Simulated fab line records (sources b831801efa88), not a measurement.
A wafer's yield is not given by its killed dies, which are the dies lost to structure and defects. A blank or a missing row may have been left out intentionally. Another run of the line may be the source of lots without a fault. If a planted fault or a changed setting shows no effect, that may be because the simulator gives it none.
Which tool was responsible? | flow gf180mcu | 18 wafers from 6 lots sampled at 4 of the route's 602 steps

== WHAT THE GAUGES READ, wafer by wafer ==
GF_VT_IMPLANT_TW_MEAS_43.
lot  | measured     | on            | VT_IMPLANT_4_TW
L951 | day 8 02:07  | film metro-02 | 695 689 690
L953 | day 8 17:09  | film metro-04 | 697 700 702
L956 | day 9 12:58  | film metro-04 | 700 701 700
L963 | day 11 17:39 | film metro-04 | 874 870 869
L965 | day 12 03:47 | film metro-02 | 865 870 873
L970 | day 13 17:52 | film metro-02 | 696 693 696

== TOOL THAT RAN EACH LOT (tool first, then ch and the chambers of the sampled wafers, then the start) ==
lot  | GF_VT_IMPLANT_STRIP_20               | GF_VT_IMPLANT_STRIP_31               | GF_VT_IMPLANT_IMPLANT_41
L951 | plasma asher-02 ch 0,1, day 6 18:08  | plasma asher-02 ch 0,1, day 7 10:12  | implanter-02 ch 0, day 8 01:52
L953 | plasma asher-01 ch 0,1, day 7 08:29  | plasma asher-04 ch 0,1, day 8 00:17  | implanter-02 ch 0, day 8 16:54
L956 | plasma asher-01 ch 0,1, day 8 03:35  | plasma asher-04 ch 0,1, day 8 20:09  | implanter-02 ch 0, day 9 12:46
L963 | plasma asher-02 ch 0,1, day 10 05:06 | plasma asher-02 ch 0,1, day 10 22:50 | implanter-04 ch 0, day 11 17:07
L965 | plasma asher-02 ch 0,1, day 10 13:43 | plasma asher-02 ch 0,1, day 11 08:49 | implanter-04 ch 0, day 12 03:13
L970 | plasma asher-04 ch 0,1, day 12 01:07 | plasma asher-02 ch 0,1, day 12 20:53 | implanter-02 ch 0, day 13 17:37
- GF_VT_IMPLANT_STRIP_20: strips in O2/N2.
- GF_VT_IMPLANT_STRIP_31: strips in O2/N2.
- GF_VT_IMPLANT_IMPLANT_41

== THE ANSWER, worked out from the rows above alone ==
Rule: the usual values come from the lots themselves. The widest of any qualifying gaps counts: lots, ordered by their means at a reading, are off when they make up no more than a third of the lots, leave a main group of 4 or more, and stand apart from it by 3 or more times the standard deviation of that group's means. A main group is skipped when, at the precision printed for the reading in the tables above, its means are all equal. Also off: a lot with no number at a reading for which 4 or more lots have one. Where the step has rows for the other lots, those lots are counted as sound.
Off: at GF_VT_IMPLANT_TW_MEAS_43 (VT_IMPLANT_4_TW), L963, L965. Main group: mean 697, sd 3.7.
If a tool, at a process step before that reading, ran all the lots that are off and no sound lot after the first of them, it fits. Gauges at GF_VT_IMPLANT_TW_MEAS_43: tried the same way as those tools. 2 tools fit, plasma asher-02 at GF_VT_IMPLANT_STRIP_20 and implanter-04 at GF_VT_IMPLANT_IMPLANT_41, so this cannot tell which one it is.

== WHAT THE SIMULATOR HAD PUT IN ==
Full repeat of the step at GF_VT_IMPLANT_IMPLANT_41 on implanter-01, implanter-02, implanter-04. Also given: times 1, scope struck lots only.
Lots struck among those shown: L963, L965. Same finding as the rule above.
